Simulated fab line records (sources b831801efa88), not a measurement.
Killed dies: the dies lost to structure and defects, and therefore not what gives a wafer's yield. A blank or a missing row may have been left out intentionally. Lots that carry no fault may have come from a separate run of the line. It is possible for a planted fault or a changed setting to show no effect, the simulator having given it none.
Lot-split experiment ; flow sky130 ; on a route of 708 steps: 5 lots, 23 wafers read

## ON THE SPLIT
At SKY_LDD_HVP_IMPLANT_08, the setting energyKev was moved away from the recipe's 20 on 6 of the 23 wafers read, by -4.4% to -4.3%. All remaining wafers had this setting at the recipe value.

The reading is taken at the split's own step.

## THE READING
implant.drpNm (the simulator's own value, which no gauge read), in nm, at SKY_LDD_HVP_IMPLANT_08. There is no usual value for it anywhere in the file.

wafer;tool, chamber at the split;energyKev as run;against the recipe;implant.drpNm, nm;against lot-mates on the recipe
L077.1;implanter-04, 0;19.13;-4.4%;27.65;-0.88
L077.3;implanter-04, 0;19.13;-4.4%;27.65;-0.88
L077.6;implanter-04, 0;19.13;-4.4%;27.65;-0.88
L077.2;implanter-04, 0;20;recipe;28.53;-
L077.4;implanter-04, 0;20;recipe;28.53;-
L078.2;implanter-01, 0;20;recipe;28.53;-
L078.3;implanter-01, 0;20;recipe;28.53;-
L078.4;implanter-01, 0;20;recipe;28.53;-
L078.5;implanter-01, 0;20;recipe;28.53;-
L078.6;implanter-01, 0;20;recipe;28.53;-
L080.2;implanter-01, 0;20;recipe;28.53;-
L080.4;implanter-01, 0;20;recipe;28.53;-
L080.5;implanter-01, 0;20;recipe;28.53;-
L083.1;implanter-01, 0;20;recipe;28.53;-
L083.2;implanter-01, 0;20;recipe;28.53;-
L083.3;implanter-01, 0;20;recipe;28.53;-
L083.4;implanter-01, 0;20;recipe;28.53;-
L083.5;implanter-01, 0;20;recipe;28.53;-
L084.1;implanter-03, 0;20;recipe;28.53;-
L084.3;implanter-03, 0;20;recipe;28.53;-
L084.2;implanter-03, 0;19.14;-4.3%;27.66;-0.87
L084.4;implanter-03, 0;19.14;-4.3%;27.66;-0.87
L084.6;implanter-03, 0;19.14;-4.3%;27.66;-0.87

THE FIT
A straight line over all 23 wafers: implant.drpNm changes by +0.202 nm for each +1% of energyKev; r = +1.00; the points scatter about the line by 3.1e-05 nm.
The same after taking each lot's own level away (the mean of its wafers on the recipe; 23 wafers): +0.202 nm for each +1%; r = +1.00; scatter 3.1e-05 nm.
On that fit, the largest move of energyKev shifts the reading by 0.88 nm.
The lots' own levels span 28.530 to 28.530 nm.
Hence the lot-to-lot level has little effect on the slope; both slopes agree.
Check: with one of the wafers moved furthest among these (-4.4%) left out of the fit, the line predicts -0.88 nm for it against its lot-mates. Against them it came out at -0.88 nm.

## ADDITIONAL SPLITS CARRIED BY THESE WAFERS
Note: prior to the reading, these wafers also went through further splits. Each is held against what the fit with the lots' levels taken away leaves over:
other split on the same wafers;wafers away from the commonest value;r with implant.drpNm (lot level and that fit taken away)
SKY_SONOS_ONO_CVD_04 tempC;18;-0.22
SKY_GATE_OXIDE_COAT_05 spinRpm;8;+0.27
SKY_GATE_OXIDE_DEVELOP_09 devTempC;8;-0.73
SKY_RES_PROTECT_COAT_02 spinRpm;11;+0.36
SKY_POLY_GATE_IMPLANT_02 doseCm2;8;+0.36
SKY_POLY_GATE_COAT_08 spinRpm;6;-0.09
SKY_POLY_GATE_DEVELOP_12 developTimeS;5;-0.33
SKY_LDD_N_IMPLANT_09 energyKev;9;-0.24
SKY_LDD_N_IMPLANT_15 energyKev;10;+0.27
SKY_LDD_HVN_IMPLANT_08 doseCm2;9;-0.01

## THE WHOLE CHAIN: every reading that the file lists as answering this split, in the file's order
step;what it does;reading;change (the file's fit);r (the file's)
SKY_LDD_HVP_IMPLANT_08;;implant.rpNm (the simulator's own value, which no gauge read);+0.618 nm for each +1% of the setting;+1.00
SKY_LDD_HVP_IMPLANT_08;;implant.drpNm (the simulator's own value, which no gauge read);+0.202 nm for each +1% of the setting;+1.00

## THE FILE'S OWN FIT
implant.drpNm changes by +0.202 nm for each +1% of energyKev, r = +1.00.
